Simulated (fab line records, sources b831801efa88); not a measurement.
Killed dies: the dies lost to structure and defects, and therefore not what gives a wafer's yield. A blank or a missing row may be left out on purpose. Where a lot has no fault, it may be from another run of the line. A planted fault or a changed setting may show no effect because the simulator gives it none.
8D (eight disciplines) problem report, filled in by code | flow sky130 | the parts of the form that need people (team, actions taken, sign-off) are left out

1. WHAT WENT WRONG
Wafers without a fault read 5e+12, standard deviation 5.4e+09; dose-ions-cm2 at SKY_LDD_N_IMPLANT_14 reads a mean of 1e+13 on 6 wafers belonging to 2 lots. So: +99 or more standard deviations from the usual mean.
First seen on wafer L597.3, day 22 15:18, on implanter-04. At this step, 18 wafers from 6 lots have a number in the record. Rule for "out" (also "out of limits"): further than 4 standard deviations from the usual mean. All remaining wafers that have a number are taken as sound.

2. WHAT IT IS AND WHAT IT IS NOT
question                    | is                                | is not
which readings at this step | dose-ions-cm2, faraday-current-uA | -
which lots                  | L597, L599                        | L588, L592, L600, L607
which wafers of those lots  | all that have a number            | -
read on which tools         | implanter-04                      | implanter-02
when                        | from day 22 15:18                 | up to then (6 sound wafers); but 6 sound wafers of L600, L607 came after

3. WHAT RULES OUT EACH SUSPECT
Counting: a tool stays on the suspect list if, at a process step up to the reading, it processed all lots that are out and no sound lot following the first of them.
- implanter-04 at SKY_LDD_N_IMPLANT_14: kept. It ran every lot that is out, first L597 (day 22 15:18), and no sound lot after that; its last sound lot up to then is L588 (day 20 04:55). On those wafers its own readings are out: dose-ions-cm2, faraday-current-uA.
Left after counting: implanter-04 at SKY_LDD_N_IMPLANT_14.

4. THE CAUSE (what the simulator had put in)
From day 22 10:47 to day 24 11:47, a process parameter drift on implanter-04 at SKY_LDD_N_IMPLANT_14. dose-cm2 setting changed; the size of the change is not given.
This tool alone remained once counting was done.

5. SEQUENCE OF EFFECTS, ordered by route
Each row: a reading whose mean over the struck wafers that have a number lies more than 3 standard deviations from the usual. Readings are gone through only where the record gives a usual standard deviation; hours: the median, over the lots, of the time from a lot's start at the first step in this table giving one to that lot's start at this step; sigmas: the change measured in usual standard deviations.
hours | step                 | reading            | usual | on struck wafers | change | sigmas
0     | SKY_LDD_N_IMPLANT_14 | dose-ions-cm2      | 5e+12 | 1e+13            | +5e+12 | +99 or more
0     | SKY_LDD_N_IMPLANT_14 | faraday-current-uA | 28.3  | 54.7             | +26.4  | +45
The process steps in it:
- SKY_LDD_N_IMPLANT_14

6. HOW IT WOULD HAVE BEEN CAUGHT EARLIER
The fault began at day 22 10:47; the first out-of-limits reading in this record came at day 22 15:18, 5 hours later.
